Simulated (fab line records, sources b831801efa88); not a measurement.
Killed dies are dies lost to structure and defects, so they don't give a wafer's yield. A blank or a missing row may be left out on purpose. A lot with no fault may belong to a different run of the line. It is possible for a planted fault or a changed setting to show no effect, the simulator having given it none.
A single fault, viewed from 2 desks    flow gf180mcu    numbers are kept per desk, each desk with only its own; the story behind them comes last

## AT THE METROLOGY DESK
What the gauges read for every lot (on any tool): the sampled wafers with a number, averaged. Any lot whose mean is over 4 standard deviations away from the usual mean is out of limits and marked OUT; that distance is given in the brackets.
Columns: A = LVPWELL_OVL at GF_LVPWELL_OVL_MEAS_07, usual 0.7 nm; B = VT_IMPLANT_OVL at GF_VT_IMPLANT_OVL_MEAS_07, usual -1.2 nm; C = HV_LDD_3_TW at GF_HV_LDD_TW_MEAS_38, usual 1444; D = HV_LDD_RS at GF_HV_LDD_RS_MEAS_53, usual 418.6 ohm/sq
lot   first seen here  A     B     C               D
L977  day 4 00:11      -0.4  -2.7  1440            418.1
L979  day 4 07:35      2.2   -1.3  1445            418.2
L981  day 4 22:00      0.5   -0.9  1448            417.1
L982  day 5 00:23      -0.7  -1.5  1450            419.2
L983  day 5 06:47      2.4   -1.6  1442            418.3
L985  day 5 17:50      0.9   -2.0  1442            419.0
L987  day 6 06:11      2.4   -1.8  1446            420.1
L990  day 7 00:14      2.3   -1.4  1525 (+13) OUT  404.1 (-16) OUT
L991  day 7 03:14      0.0   -1.5  1444            417.6
L993  day 7 13:47      0.2   -2.2  1527 (+13) OUT  403.4 (-17) OUT
L999  day 9 04:05      0.4   -1.0  1440            418.8
L100  day 9 11:05      -0.4  -0.4  1438            418.9
This desk finds L990, L993 out of limits, with the earliest case on L990 at day 15 19:33 (HV_LDD_3_TW at GF_HV_LDD_TW_MEAS_38). Within limits: L977, L979, L981, L982, L983, L985, L987, L991, L999, L100.

## FOR THE TOOL OWNER'S DESK: implanter-01
For each lot that ran on this tool, the mean over its sampled wafers that have a number, from the tool's own readings at GF_HV_LDD_IMPLANT_35. Any lot whose mean is over 4 standard deviations away from the usual mean is out of limits and marked OUT; that distance is given in the brackets.
Columns: A = dose_ions_cm2 at GF_HV_LDD_IMPLANT_35, usual 7.501e+12; B = faraday_current_uA at GF_HV_LDD_IMPLANT_35, usual 42.4
lot   first seen here  A                            B
L977  day 11 13:43     7.497e+12                    41.6
L979  day 12 09:44     7.502e+12                    43.2
L982  day 13 03:56     7.496e+12                    42.9
L987  day 14 20:38     7.495e+12                    42.1
L990  day 15 19:10     1.326e+13 (+99 or more) OUT  74.5 (+36) OUT
L993  day 16 17:25     1.326e+13 (+99 or more) OUT  72.4 (+34) OUT
This desk finds L990, L993 out of limits, L990 being first, at day 15 19:10 (dose_ions_cm2 at GF_HV_LDD_IMPLANT_35). Within limits: L977, L979, L982, L987.

## TAKEN TOGETHER
The tool owner's desk had the chance to raise an alarm at day 15 19:10 on L990, L993.
Metrology desk: alarm possible at day 15 19:33 on L990, L993.
Of the lots named, all ran GF_HV_LDD_IMPLANT_35 on implanter-01.

## WHAT WAS PUT IN BY THE SIMULATOR
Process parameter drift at GF_HV_LDD_IMPLANT_35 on implanter-01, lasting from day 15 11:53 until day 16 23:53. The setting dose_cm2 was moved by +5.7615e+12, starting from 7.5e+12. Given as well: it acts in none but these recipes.
Lots struck among those shown: L990, L993.
Hours from the fault's start to each desk's first reading out of limits: the tool owner's desk, 7; the metrology desk, 8.
